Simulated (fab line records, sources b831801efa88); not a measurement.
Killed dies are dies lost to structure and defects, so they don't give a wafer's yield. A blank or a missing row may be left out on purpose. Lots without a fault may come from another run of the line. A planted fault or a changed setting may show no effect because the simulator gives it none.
Which tool did it? | flow sky130 | 12 lots, 36 wafers sampled, at 3 steps of a route of 708

WHAT THE GAUGES READ, wafer by wafer
SKY_VIA4_THK_MEAS_20: measures by xrf.
lot  | measured     | on            | VIA4_W_THK (nm)
L138 | day 43 04:01 | film_metro-01 | 504 509 501
L139 | day 43 04:53 | film_metro-04 | 510 516 512
L140 | day 43 12:48 | film_metro-04 | 510 522 503
L142 | day 44 03:32 | film_metro-01 | 498 490 490
L143 | day 44 10:26 | film_metro-02 | 504 497 514
L151 | day 46 10:47 | film_metro-01 | 487 493 496
L152 | day 47 01:44 | film_metro-04 | 495 493 498
L154 | day 47 10:20 | film_metro-02 | 509 517 500
L156 | day 47 19:49 | film_metro-01 | 511 511 496
L157 | day 47 19:37 | film_metro-02 | 522 527 518
L158 | day 48 06:56 | film_metro-04 | 493 508 492
L159 | day 48 09:01 | film_metro-04 | 501 499 501

WHICH TOOL RAN EACH LOT (tool, then ch and the chambers of the sampled wafers, then the start)
lot  | SKY_METAL1_SPUTTER_00        | SKY_METAL4_ETCH_17
L138 | pvd_sputter-03, day 31 22:20 | rie_diel-01 ch 1,2,3, day 42 02:13
L139 | pvd_sputter-03, day 32 02:57 | rie_diel-02 ch 2,3, day 42 03:52
L140 | pvd_sputter-03, day 32 12:34 | rie_diel-02 ch 0,2,3, day 42 11:05
L142 | pvd_sputter-03, day 32 22:34 | rie_diel-03 ch 1,2, day 43 02:37
L143 | pvd_sputter-01, day 33 11:56 | rie_diel-03 ch 0,1,3, day 43 09:19
L151 | pvd_sputter-02, day 36 00:25 | rie_diel-01 ch 0,1,2, day 45 11:28
L152 | pvd_sputter-03, day 36 17:34 | rie_diel-02 ch 0,2, day 46 03:25
L154 | pvd_sputter-03, day 37 07:59 | rie_diel-02 ch 2,3, day 46 11:16
L156 | pvd_sputter-02, day 37 15:05 | rie_diel-03 ch 1,2,3, day 46 22:17
L157 | pvd_sputter-02, day 37 20:07 | rie_diel-02 ch 0,2,3, day 46 22:33
L158 | pvd_sputter-03, day 38 06:04 | rie_diel-01 ch 1,3, day 47 07:16
L159 | pvd_sputter-03, day 38 12:28 | rie_diel-03 ch 0,2,3, day 47 09:25
- SKY_METAL1_SPUTTER_00: material Ti, target thk 15 nm, time 10 s.
- SKY_METAL4_ETCH_17: etches SiO2 in C4F8/O2/Ar, stops on TiN, time 3.9 s, target depth 15 nm.

WHAT THE TOOLS THEMSELVES READ (means of the sampled wafers that have a number; where no wafer has one, the mark that the record gives instead)
SKY_METAL1_SPUTTER_00.
lot  | tool           | throttle_valve_pct (%)
L138 | pvd_sputter-03 | 29.4
L139 | pvd_sputter-03 | 29.9
L140 | pvd_sputter-03 | 30.6
L142 | pvd_sputter-03 | 29.1
L143 | pvd_sputter-01 | 30.0
L151 | pvd_sputter-02 | 29.4
L152 | pvd_sputter-03 | 30.1
L154 | pvd_sputter-03 | 29.8
L156 | pvd_sputter-02 | 29.7
L157 | pvd_sputter-02 | 29.2
L158 | pvd_sputter-03 | 27.9
L159 | pvd_sputter-03 | 30.7

SKY_METAL4_ETCH_17.
lot  | tool        | oes_product_au (a.u.)
L138 | rie_diel-01 | 0.754
L139 | rie_diel-02 | 0.754
L140 | rie_diel-02 | 0.753
L142 | rie_diel-03 | 0.749
L143 | rie_diel-03 | 0.744
L151 | rie_diel-01 | 0.744
L152 | rie_diel-02 | 0.756
L154 | rie_diel-02 | 0.756
L156 | rie_diel-03 | 0.754
L157 | rie_diel-02 | 0.757
L158 | rie_diel-01 | 0.756
L159 | rie_diel-03 | 0.760

THE ANSWER, worked out from the rows above alone
Rule: what is usual is taken from the lots themselves. Put in order of their means at a reading, lots are off if they are a third of the lots or fewer, leave a main group of 4 or more, and stand apart from it by a gap of 3 or more times the standard deviation of the main group's means; of several such gaps the widest counts. A main group whose means are all the same, to the digits that the tables above print for the reading, isn't used. A lot without any number at a reading at which 4 lots or more have one is off too. The other lots that the step has rows for count as sound. The gauges are gone through in route order, then the tools' own readings, and for those a lot's mean is taken as printed above. The first step at which some lot is off is used, and at that step the reading that is off furthest; a lot without a number counts as furthest.
No lot is off at any reading shown: from this, nothing can be told.

WHAT THE SIMULATOR HAD PUT IN
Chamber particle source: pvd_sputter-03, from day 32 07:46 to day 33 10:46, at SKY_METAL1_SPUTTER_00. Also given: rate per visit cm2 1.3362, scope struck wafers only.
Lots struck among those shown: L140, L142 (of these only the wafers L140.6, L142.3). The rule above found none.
